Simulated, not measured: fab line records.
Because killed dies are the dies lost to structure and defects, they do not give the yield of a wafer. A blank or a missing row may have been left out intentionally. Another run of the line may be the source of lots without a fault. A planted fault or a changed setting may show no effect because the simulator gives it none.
2 desks, one fault	flow sky130	every desk sees just its own numbers, and what lay behind them comes last

AT THE METROLOGY DESK
Means of the sampled wafers that have a number, per lot and without regard to the tool the lot ran on: this is what the gauges read. If a lot's mean is further than 4 standard deviations from the usual mean, the lot is out of limits and carries the mark OUT (the distance appears in the brackets).
Columns: A = SD_N_TW at SKY_SD_N_TW_MEAS_12, usual 3967; B = SD_N_RS at SKY_SD_N_RS_MEAS_16, usual 68.55 ohm/sq; C = LI_CONTACT_OVL at SKY_LI_CONTACT_OVL_MEAS_13, usual 3 nm
lot	first seen here	A	B	C
L492	day 28 06:15	4055	68.40	11
L496	day 29 19:32	3903	68.75	9
L501	day 31 12:41	4293 (+5.8) OUT	60.38 (-68) OUT	-3
L504	day 32 06:03	4162	60.47 (-67) OUT	8
L507	day 33 05:09	3911	68.60	-6
L510	day 34 05:16	4002	68.70	8
L509	day 34 06:48	3910	68.55	0
L512	day 34 16:23	3998	68.56	0
L513	day 34 22:57	3928	68.61	6
L515	day 35 13:14	3997	68.42	3
This desk's finding: out of limits on L501, L504; first on L501, day 31 12:41 (SD_N_TW at SKY_SD_N_TW_MEAS_12). L492, L496, L507, L510, L509, L512, L513, L515 stayed within limits.

TOOL OWNER'S DESK, implanter-03
The tool's own readings at SKY_SD_N_IMPLANT_09: means of the sampled wafers that have a number, for each lot that ran on this tool. If a lot's mean is further than 4 standard deviations from the usual mean, the lot is out of limits and carries the mark OUT (the distance appears in the brackets).
Columns: A = beam_energy_keV at SKY_SD_N_IMPLANT_09, usual 50.003
lot	first seen here	A
L492	day 28 05:51	49.996
L496	day 29 19:10	50.007
L501	day 31 12:19	63.204 (+99 or more) OUT
L504	day 32 05:39	63.182 (+99 or more) OUT
L512	day 34 15:59	50.020
L513	day 34 22:33	50.017
Finding of this desk: L501, L504 out of limits; the first was L501 at day 31 12:19, on beam_energy_keV at SKY_SD_N_IMPLANT_09. L492, L496, L512, L513 stayed within limits.

TAKEN TOGETHER
The tool owner's desk had the chance to raise an alarm at day 31 12:19 on L501, L504.
At day 31 12:41 the metrology desk could have sounded an alarm, on L501, L504.
On implanter-03, each named lot ran SKY_SD_N_IMPLANT_09.

WHAT THE SIMULATOR PUT IN
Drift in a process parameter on implanter-03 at SKY_SD_N_IMPLANT_09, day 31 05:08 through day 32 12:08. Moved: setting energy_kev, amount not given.
Shown lots that were struck: L501, L504.
Time in hours from fault onset to the first out-of-limits reading at each desk: tool owner's desk 7, metrology desk 8.
